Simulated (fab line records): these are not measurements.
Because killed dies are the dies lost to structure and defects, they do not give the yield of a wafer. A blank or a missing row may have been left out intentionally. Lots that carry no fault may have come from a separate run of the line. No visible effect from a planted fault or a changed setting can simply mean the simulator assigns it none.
fab line records -- flow sky130 -- part 2 of 2: steps 31 to 44 of 44
record: lots: 5, wafers: 15, last_day: 50
route steps=708 shown LDD_LDN@291 SPACER@304 POLY_CUT@307 SD_P@320 RES_XHIGH@332
lots untouched by any fault: they come from a run of this same line in which no faults occurred
start_h: hours from the record's opening day to when the first of the lot's shown wafers began -- wait_h: hours from the lot's prior step to this one -- " identical to the entry in the row above -- L1.1+2: a row that stands for several wafers -- - no value, or no start was given -- * or withheld: withheld -- < > ~ a bound
route shown NAME@n: NAME is a module with steps in the file, n the number in the route of the first one -- usual: average and standard deviation across the fault-free wafers -- same: alike in all rows -- chamber/n: place in a boat -- sites: per-site readings -- _std_site: their standard deviation -- _edge_site: outer sites' mean less inner sites' -- radius_mm: for every site, how far away it sits from the centre of the wafer -- mask NAME#n: copy n -- behind: the most recent tool/chamber to have shaped the wafer -- hold: cause of the lot's hold/its duration in hours/its outcome -- device: whichever transistor did not switch (one of n, p or np) -- end of line: at the end of the route, the tests of the same wafers -- where a step has no rows: the recipe by itself -- killed: the dies lost at the first sort to structure and to defects; this is not the yield of the wafer -- map: shows each die of a wafer: x if killed, . if not, _ if none is there
set.NAME: the setting the step ran with; set.NAME@STEP: the setting that earlier step ran with -- model.NAME: the simulator's own value behind a step, which no gauge read
lots at selected steps of the route; one table per step, one row per wafer
services: when a tool's chamber went out of use (start_h, in hours from the record's first day, below 0 if earlier), for how many hours, and the reason
== steps ==
step: SKY_SD_P_HMDS_01
recipe: prime_time_s: 60, prime_temp_c: 120
same: prime_time_s: 60
lot.wafer,tool,chamber,start_h,wait_h
L077.1+2+6,litho_track-02,0,598.37,0.1
L089.2+4+6,litho_track-02,0,691.15,0.1
L090.4+5+6,litho_track-02,0,731.55,0.1
L092.1+2+3,litho_track-02,0,732.37,0.1
L096.1+2+3,litho_track-03,0,747.46,0.1
step: SKY_SD_P_COAT_02
recipe: resist: NOVOLAK, spin_rpm: 3000, resist_thk_nm: 1140
lot.wafer,tool,chamber,start_h,wait_h
L077.1+2+6,litho_track-02,0,598.52,0.1
L089.2+4+6,litho_track-02,0,691.30,0.1
L090.4+5+6,litho_track-02,0,731.70,0.1
L092.1+2+3,litho_track-02,0,732.52,0.1
L096.1+2+3,litho_track-03,0,747.61,0.1
step: SKY_SD_P_SOFTBAKE_03
recipe: temp_c: 90, time_s: 60, resist: NOVOLAK
same: time_s: 60
lot.wafer,tool,chamber,start_h,wait_h
L077.1+2+6,litho_track-02,0,598.67,0.1
L089.2+4+6,litho_track-02,0,691.45,0.1
L090.4+5+6,litho_track-02,0,731.85,0.1
L092.1+2+3,litho_track-02,0,732.67,0.1
L096.1+2+3,litho_track-03,0,747.76,0.1
step: SKY_SD_P_EXPOSE_04
recipe: mask_id: PSDM, na: 0.6, source_shape: conventional, sigma_outer: 0.6, polarization: unpolarized, target_cd_nm: 380, dose_mj: 138
same: sigma_outer: 0.6
lot.wafer,tool,chamber,start_h,wait_h,mask
L077.1+2+6,iline_stepper-02,0,-,-,PSDM#0
L089.2+4+6,iline_stepper-02,0,-,-,PSDM#0
L090.4+5+6,iline_stepper-02,0,-,-,PSDM#0
L092.1+2+3,iline_stepper-01,0,-,-,PSDM#0
L096.1+2+3,iline_stepper-02,0,-,-,PSDM#0
step: SKY_SD_P_PEB_05
recipe: temp_c: withheld, time_s: *, resist: NOVOLAK
same: time_s: *
lot.wafer,tool,chamber,start_h,wait_h
L077.1+2+6,litho_track-01,0,-,-
L089.2+4+6,litho_track-02,0,-,-
L090.4+5+6,litho_track-01,0,-,-
L092.1+2+3,litho_track-02,0,-,-
L096.1+2+3,litho_track-01,0,-,-
step: SKY_SD_P_DEVELOP_06
recipe: resist: NOVOLAK, developer: TMAH, develop_time_s: 60, dev_temp_c: 23
same: develop_time_s: 60
lot.wafer,tool,chamber,start_h,wait_h
L077.1+2+6,litho_track-01,0,612.80,0.1
L089.2+4+6,litho_track-02,0,705.15,0.1
L090.4+5+6,litho_track-01,0,745.58,0.1
L092.1+2+3,litho_track-02,0,746.77,0.1
L096.1+2+3,litho_track-01,0,759.40,0.1
step: SKY_SD_P_CD_MEAS_07
recipe: target_cd_nm: 380
usual: cd_nm: 380.8/2.5
lot.wafer,tool,chamber,start_h,wait_h,cd_nm
L077.1,cd_sem-02,-,612.95,0.1,380.9
L077.2,cd_sem-02,-,612.95,0.1,379.5
L077.6,cd_sem-02,-,612.95,0.1,381.9
L089.2,cd_sem-01,-,705.29,0.1,380.9
L089.4,cd_sem-01,-,705.29,0.1,380.9
L089.6,cd_sem-01,-,705.29,0.1,379.3
L090.4,cd_sem-02,-,745.71,0.1,376.2
L090.5,cd_sem-02,-,745.71,0.1,376.2
L090.6,cd_sem-02,-,745.71,0.1,378.2
L092.1,cd_sem-02,-,746.92,0.1,383.8
L092.2,cd_sem-02,-,746.92,0.1,383.0
L092.3,cd_sem-02,-,746.92,0.1,382.2
L096.1,cd_sem-01,-,759.55,0.1,378.2
L096.2,cd_sem-01,-,759.55,0.1,378.9
L096.3,cd_sem-01,-,759.55,0.1,376.0
step: SKY_SD_P_OVL_MEAS_08
usual: SD_P_OVL: 0.4/1.1
lot.wafer,tool,chamber,start_h,wait_h,SD_P_OVL[nm]
L077.1,overlay-01,-,613.07,0.1,0.4
L077.2,overlay-01,-,613.07,0.1,-0.8
L077.6,overlay-01,-,613.07,0.1,0.8
L089.2,overlay-01,-,705.40,0.1,1.1
L089.4,overlay-01,-,705.40,0.1,0.6
L089.6,overlay-01,-,705.40,0.1,0.3
L090.4,overlay-01,-,745.79,0.1,1.3
L090.5,overlay-01,-,745.79,0.1,2.6
L090.6,overlay-01,-,745.79,0.1,2.5
L092.1,overlay-02,-,747.04,0.1,1.0
L092.2,overlay-02,-,747.04,0.1,-2.3
L092.3,overlay-02,-,747.04,0.1,-0.6
L096.1,overlay-01,-,759.67,0.1,3.1
L096.2,overlay-01,-,759.67,0.1,1.5
L096.3,overlay-01,-,759.67,0.1,0.9
step: SKY_SD_P_IMPLANT_09
recipe: species: BF2, energy_kev: 20, dose_cm2: 3e+15, tilt_deg: 0
lot.wafer,tool,chamber,start_h,wait_h
L077.1+2+6,implanter-01,0,613.11,0.0
L089.2+4+6,implanter-04,0,705.45,0.0
L090.4+5+6,implanter-04,0,745.88,0.1
L092.1+2+3,implanter-01,0,747.08,0.0
L096.1+2+3,implanter-04,0,759.71,0.0
step: SKY_SD_P_STRIP_10
recipe: chemistry: O2/N2, power_w: 1400, pressure_mtorr: 1500, platen_temp_c: withheld, o2_flow_sccm: 3000, n2_flow_sccm: 300, overash_fraction: 0.5
usual: drypump_motor_current_A: 5.8/0.47, n2_flow_sccm: 300.1/0.97, oes_product_au: 0.617/0.0048, strip_time_to_endpoint_s: 17.50/0.033
lot.wafer,tool,chamber,start_h,wait_h,drypump_motor_current_A,n2_flow_sccm,oes_product_au,rf_hours_counter_h,strip_time_to_endpoint_s
L077.1,plasma_asher-03,0,613.26,0.1,6.2,300.7,0.624,77,17.48
L077.2,plasma_asher-03,1,613.26,0.1,6.2,300.9,0.619,77,17.46
L077.6,plasma_asher-03,1,613.26,0.1,6.2,299.9,0.628,-,17.44
L089.2,plasma_asher-01,1,705.58,0.1,5.5,300.2,0.624,104,17.48
L089.4,plasma_asher-01,0,705.58,0.1,5.3,301.4,0.622,-,17.50
L089.6,plasma_asher-01,0,705.58,0.1,5.3,300.3,0.614,-,17.49
L090.4,plasma_asher-02,0,745.99,0.1,5.2,298.5,0.611,-,17.44
L090.5,plasma_asher-02,0,745.99,0.1,5.1,299.7,0.617,-,17.45
L090.6,plasma_asher-02,1,745.99,0.1,6.2,300.3,0.611,-,17.42
L092.1,plasma_asher-02,1,747.23,0.1,6.2,302.0,0.619,62,17.49
L092.2,plasma_asher-02,0,747.23,0.1,5.1,299.6,0.612,62,17.49
L092.3,plasma_asher-02,1,747.23,0.1,6.2,301.4,0.617,-,17.49
L096.1,plasma_asher-01,1,759.86,0.1,5.5,300.6,0.616,2,17.48
L096.2,plasma_asher-01,0,759.86,0.1,5.3,300.7,0.614,2,17.45
L096.3,plasma_asher-01,0,759.86,0.1,5.3,301.6,0.615,-,17.50
step: SKY_SD_P_TW_MEAS_11
usual: SD_P_TW: 2826/43
lot.wafer,tool,chamber,start_h,wait_h,SD_P_TW
L077.1,film_metro-04,-,613.36,0.1,2773
L077.2,film_metro-04,-,613.36,0.1,2773
L077.6,film_metro-04,-,613.36,0.1,2767
L089.2,film_metro-02,-,705.69,0.1,2849
L089.4,film_metro-02,-,705.69,0.1,2864
L089.6,film_metro-02,-,705.69,0.1,2861
L090.4,film_metro-01,-,746.09,0.1,2833
L090.5,film_metro-01,-,746.09,0.1,2836
L090.6,film_metro-01,-,746.09,0.1,2849
L092.1,film_metro-01,-,747.33,0.1,2841
L092.2,film_metro-01,-,747.33,0.1,2845
L092.3,film_metro-01,-,747.33,0.1,2825
L096.1,film_metro-02,-,759.96,0.1,2866
L096.2,film_metro-02,-,759.96,0.1,2861
L096.3,film_metro-02,-,759.96,0.1,2873
step: SKY_RES_XHIGH_DEHYDRATE_00
recipe: temp_c: 200, time_s: 60
same: time_s: 60
lot.wafer,tool,chamber,start_h,wait_h
L077.1+2+6,litho_track-02,0,627.72,14.4
L089.2+4+6,litho_track-01,0,718.83,13.1
L090.4+5+6,litho_track-04,0,758.23,12.1
L092.1+2+3,litho_track-04,0,759.10,11.8
L096.1+2+3,litho_track-02,0,773.77,13.8
step: SKY_RES_XHIGH_HMDS_01
recipe: prime_time_s: 60, prime_temp_c: 120
same: prime_time_s: 60
lot.wafer,tool,chamber,start_h,wait_h
L077.1+2+6,litho_track-02,0,627.87,0.1
L089.2+4+6,litho_track-01,0,718.98,0.1
L090.4+5+6,litho_track-04,0,758.38,0.1
L092.1+2+3,litho_track-04,0,759.25,0.1
L096.1+2+3,litho_track-02,0,773.92,0.1
step: SKY_RES_XHIGH_COAT_02
recipe: resist: NOVOLAK, spin_rpm: 3000, resist_thk_nm: 1140
lot.wafer,tool,chamber,start_h,wait_h
L077.1+2+6,litho_track-02,0,628.02,0.1
L089.2+4+6,litho_track-01,0,719.13,0.1
L090.4+5+6,litho_track-04,0,758.53,0.1
L092.1+2+3,litho_track-04,0,759.40,0.1
L096.1+2+3,litho_track-02,0,774.07,0.1
== services ==
tool,chamber,start_h,hours,kind
krf_scanner-02,-,513.28,0.8,pm
plasma_asher-04,-,513.86,2.8,repair
krf_scanner-02,-,520.21,1.3,pm
iline_stepper-02,-,523.23,0.7,repair
rie_diel-02,2,534.57,6.5,repair
krf_scanner-02,-,543.84,1.0,pm
iline_stepper-02,-,548.10,4.4,pm
implanter-03,-,558.72,3.1,pm
rie_diel-02,3,562.45,13.3,repair
iline_stepper-01,-,568.41,2.1,pm
krf_scanner-02,-,571.56,0.2,repair
implanter-03,-,571.96,2.7,repair
krf_scanner-02,-,586.10,2.0,repair
iline_stepper-01,-,598.90,1.7,pm
rie_diel-01,1,605.76,23.5,repair
krf_scanner-02,-,653.71,0.8,pm
iline_stepper-02,-,665.39,1.7,pm
rie_diel-02,1,673.39,15.3,repair
rie_diel-01,0,697.16,1.7,repair
plasma_asher-02,-,700.98,5.1,repair
rie_diel-02,-,702.24,2.8,pm
iline_stepper-01,-,704.11,1.1,repair
implanter-03,-,745.27,4.4,repair
rie_diel-01,-,745.83,15.6,pm
